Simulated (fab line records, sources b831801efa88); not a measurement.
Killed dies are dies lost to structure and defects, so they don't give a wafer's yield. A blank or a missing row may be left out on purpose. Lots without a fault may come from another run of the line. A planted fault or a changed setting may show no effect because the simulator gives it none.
Problem report in the 8D (eight disciplines) form, filled by code | flow sfq_line | the parts of the form that need people (team, actions taken, sign-off) are left out

1. THE PROBLEM
time_to_endpoint_s at SFQ_TRILAYER_I7_CMP_CMP_184 reads a mean of 290 s on 2 wafers of 2 lots; wafers without a fault read 222 s with a standard deviation of 8.7. That is +7.8 standard deviations from the usual mean.
The step: polishes SiO2.
First seen on wafer L695.5, day 88 01:43, on cmp-02. The record holds 42 wafers of 14 lots with a number at this step. Rule for "out", or "out of limits": more than 4 standard deviations from the usual mean. The other wafers with a number count as sound.

2. WHAT IT IS AND WHAT IT IS NOT
question                    | is                 | is not
which readings at this step | time_to_endpoint_s | motor_current_A, platen_rpm
which lots                  | L695, L697         | L676, L679, L680, L681, L682, L683, L684, L685, L686, L687, L688, L692
which wafers of those lots  | L695.5, L697.2     | L695.3, L695.6, L697.1, L697.5
read on which tools         | cmp-02             | cmp-01
when                        | from day 88 01:43  | up to then (38 sound wafers); but 2 sound wafers of L697 came after

3. SUSPECTS, AND WHAT RULES EACH OUT
Counting: a tool at a process step up to the reading stays a suspect if it ran every lot that is out. Sound lots after the first of them don't rule it out here, since some wafers of a struck lot are sound.
- cmp-02 at SFQ_TRILAYER_I7_CMP_CMP_184 (polishes SiO2): kept. It ran every lot that is out, first L695 (day 88 00:43); its last sound lot up to then is L692 (day 87 15:43). Its own readings are out on those wafers: time_to_endpoint_s.
- Within cmp-02 at SFQ_TRILAYER_I7_CMP_CMP_184: the wafers that are out ran in chamber 2; their sound lot-mates ran in chambers 0, 1, 3.
Left after counting: cmp-02 at SFQ_TRILAYER_I7_CMP_CMP_184.

4. THE CAUSE (what the simulator had put in)
Process parameter drift: cmp-02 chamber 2, from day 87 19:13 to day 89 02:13, at SFQ_TRILAYER_I7_CMP_CMP_184. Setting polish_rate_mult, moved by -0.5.
Counting left only this tool.

5. THE CHAIN OF EFFECTS, in route order
Each row: a reading whose mean over the struck wafers that have a number lies more than 3 standard deviations from the usual. Only readings for which the record gives a usual standard deviation are gone through. hours: the time from each lot's start at the first step in this table that gives one to its start at this step, as a median over the lots. sigmas: the change in usual standard deviations.
hours | step                                  | reading            | usual      | on struck wafers | change | sigmas
0     | SFQ_TRILAYER_I7_CMP_CMP_184           | time_to_endpoint_s | 222 s      | 290              | +68    | +7.8
6     | SFQ_TRILAYER_I7_METRO_MEASURE_185     | thk_nm             | 199.6 nm   | 308.2            | +108.7 | +78
14    | SFQ_TRILAYER_I7_VIA_ETCH_VIA_ETCH_190 | oes_product_au     | 0.854 a.u. | 1.016            | +0.162 | +28
The process steps in it:
- SFQ_TRILAYER_I7_CMP_CMP_184: polishes SiO2.
- SFQ_TRILAYER_I7_METRO_MEASURE_185
- SFQ_TRILAYER_I7_VIA_ETCH_VIA_ETCH_190: etches SiO2 in CHF3, stops on Nb, target depth 260 nm.
Later measuring or inspecting steps at which every struck wafer that the step has a row for has a number for every such reading, and none has moved that far: SFQ_I7_BOW_MEAS_946.

6. WHAT WOULD HAVE CAUGHT IT SOONER
In this record the first reading out of limits was taken at day 88 01:43, 6 hours after the fault began at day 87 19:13.
